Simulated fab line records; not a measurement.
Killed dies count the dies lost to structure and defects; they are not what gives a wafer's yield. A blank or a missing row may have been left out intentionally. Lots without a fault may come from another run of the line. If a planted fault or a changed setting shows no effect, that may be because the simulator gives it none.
Problem report in the 8D (eight disciplines) form, filled by code	flow sky130	the parts of the form that need people (team, actions taken, sign-off) are left out

## 1. THE PROBLEM
Mean of cathode-dc-power-W at SKY_VIA2_SPUTTER_20: 4216.4 W across 2 wafers in 2 lots; on wafers with no fault it is 4000.1 W (standard deviation 0.81). That is +99 or more standard deviations from the usual mean.
The step: material TiN, target thk 20 nm, time 80 s.
The first sign was on wafer L994.3 at day 40 00:25, on pvd-sputter-03. The record holds 18 wafers of 6 lots with a number at this step. Rule for "out", or "out of limits": more than 4 standard deviations from the usual mean. Any other wafer with a number is counted as sound.

## 2. WHAT THIS IS AND IS NOT
question	is	is not
which readings at this step	cathode-dc-power-W	throttle-valve-pct
which lots	L994, L997	L106, L107, L990, L992
which wafers of those lots	L994.3, L997.3	L994.4, L994.6, L997.5, L997.6
read on which tools	pvd-sputter-03	pvd-sputter-02, pvd-sputter-04
when	from day 40 00:25	up to then (8 sound wafers); but 8 sound wafers of L106, L107, L997 came after

## 3. SUSPECTS, AND WHAT RULES EACH OUT
Counting: a tool at a process step up to the reading stays a suspect if it ran every lot that is out. Sound lots after the first of them don't rule it out here, since some wafers of a struck lot are sound.
- pvd-sputter-03 at SKY_VIA2_SPUTTER_20 (material TiN, target thk 20 nm, time 80 s): kept. Every lot that is out went through it, the first being L994 (day 40 00:25); the last sound lot it ran before that was L992 (day 39 04:19). Its own cathode-dc-power-W readings are out on those wafers.
The count leaves pvd-sputter-03 at SKY_VIA2_SPUTTER_20.

## 4. THE CAUSE (what the simulator had put in)
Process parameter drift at SKY_VIA2_SPUTTER_20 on pvd-sputter-03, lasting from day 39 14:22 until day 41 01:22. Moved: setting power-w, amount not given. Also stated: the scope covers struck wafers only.
Counting left only this tool.

## 5. THE CHAIN OF EFFECTS, in route order
Each row: a reading whose mean over the struck wafers that have a number lies more than 3 standard deviations from the usual. Only readings whose record carries a usual standard deviation are examined. hours: median over the lots of the time between each lot's start at the first step of this table that gives one and its start at this step. sigmas: the change, counted in usual standard deviations.
hours	step	reading	usual	on struck wafers	change	sigmas
0	SKY_VIA2_SPUTTER_20	cathode-dc-power-W	4000.1 W	4216.4	+216.3	+99 or more
Here are the process steps it includes:
- SKY_VIA2_SPUTTER_20: material TiN, target thk 20 nm, time 80 s.

## 6. WHAT WOULD HAVE CAUGHT IT SOONER
10 hours passed between the start of the fault at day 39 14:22 and the first reading out of limits in this record, taken at day 40 00:25.
